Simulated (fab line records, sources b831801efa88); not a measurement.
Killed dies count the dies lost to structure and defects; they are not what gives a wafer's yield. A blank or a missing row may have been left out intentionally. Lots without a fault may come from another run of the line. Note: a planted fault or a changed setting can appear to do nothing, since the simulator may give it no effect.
Which tool was responsible?    flow sky130    42 wafers from 14 lots sampled at 2 of the route's 708 steps

## WHAT THE GAUGES SHOWED, per wafer
SKY_VIA4_THK_MEAS_01. Usual: for VIA4_HDPCVD_THK the level is 1757 nm and the standard deviation is 17.
lot   measured      on            VIA4_HDPCVD_THK (nm)  flag
L858  day 42 01:03  filmMetro-01  1748 1770 1759        
L859  day 42 02:55  filmMetro-01  1746 1766 1751        
L860  day 42 07:52  filmMetro-03  1779 1764 1776        
L861  day 42 14:23  filmMetro-02  1728 1748 1749        
L862  day 42 20:37  filmMetro-03  1771 1772 1775        
L866  day 43 23:50  filmMetro-02  1724 1706 1697        
L867  day 44 02:57  filmMetro-03  1758 1734 1763        
L868  day 44 05:21  filmMetro-03  1767 1754 1752        
L870  day 45 03:04  filmMetro-01  1750 1765 1751        
L875  day 46 18:40  filmMetro-01  1762 1762 1781        
L877  day 46 19:35  filmMetro-03  1759 1767 1737        
L876  day 46 21:51  filmMetro-01  1770 1798 1779        
L878  day 47 01:29  filmMetro-01  1743 1783 1766        
L881  day 47 21:40  filmMetro-03  1753 1774 1777        

## WHICH TOOL RAN EACH LOT (tool, then ch and the chambers of the sampled wafers, then the start)
lot   SKY_METAL4_DESCUM_15
L858  rieMetal-03 ch 0,1, day 41 23:53
L859  rieMetal-01 ch 0,1, day 42 01:47
L860  rieMetal-03 ch 0,1, day 42 06:43
L861  rieMetal-03 ch 0,1, day 42 13:17
L862  rieMetal-01 ch 0,1, day 42 19:31
L866  rieMetal-03 ch 0,1, day 43 22:34
L867  rieMetal-04 ch 1, day 44 01:50
L868  rieMetal-04 ch 1, day 44 04:05
L870  rieMetal-04 ch 0,1, day 45 01:59
L875  rieMetal-03 ch 0,1, day 46 17:23
L877  rieMetal-01 ch 1, day 46 18:22
L876  rieMetal-01 ch 1, day 46 20:38
L878  rieMetal-03 ch 0,1, day 46 23:34
L881  rieMetal-01 ch 0,1, day 47 20:35
- SKY_METAL4_DESCUM_15: chemistry O2, time 8 s.

## WHAT THE TOOLS THEMSELVES READ (means of the sampled wafers that have a number; where no wafer has one, the mark that the record gives instead)
SKY_METAL4_DESCUM_15. Usual: drypumpMotorCurrentA 5.7 A, standard deviation 0.46; oesProductAu 1.000 a.u., standard deviation 0.006.
lot   tool         drypumpMotorCurrentA (A)  oesProductAu (a.u.)  flag
L858  rieMetal-03  5.8                       1.001                
L859  rieMetal-01  5.4                       0.998                
L860  rieMetal-03  5.8                       0.993                
L861  rieMetal-03  5.7                       1.001                
L862  rieMetal-01  5.3                       0.995                
L866  rieMetal-03  6.1                       0.994                
L867  rieMetal-04  6.0                       1.004                
L868  rieMetal-04  6.0                       0.998                
L870  rieMetal-04  6.2                       1.007                
L875  rieMetal-03  6.1                       1.002                
L877  rieMetal-01  5.3                       1.002                
L876  rieMetal-01  5.3                       1.003                
L878  rieMetal-03  6.0                       1.000                
L881  rieMetal-01  5.4                       1.001                

## THE ANSWER, worked out from the rows above alone
Rule: take the mean of a lot's wafers that have a number; if it is more than 3 standard deviations from the usual mean, the lot is off. A lot without any number at a reading at which 4 lots or more have one is off too. The other lots that the step has rows for count as sound. First the gauges in route order, then the tools' own readings, where a lot's mean is used as printed above. The first step at which some lot is off is used, and at that step the reading that is off furthest; a lot without a number counts as furthest.
Across all readings shown, no lot is off: no conclusion can be drawn from this.

## WHAT THE SIMULATOR PUT IN
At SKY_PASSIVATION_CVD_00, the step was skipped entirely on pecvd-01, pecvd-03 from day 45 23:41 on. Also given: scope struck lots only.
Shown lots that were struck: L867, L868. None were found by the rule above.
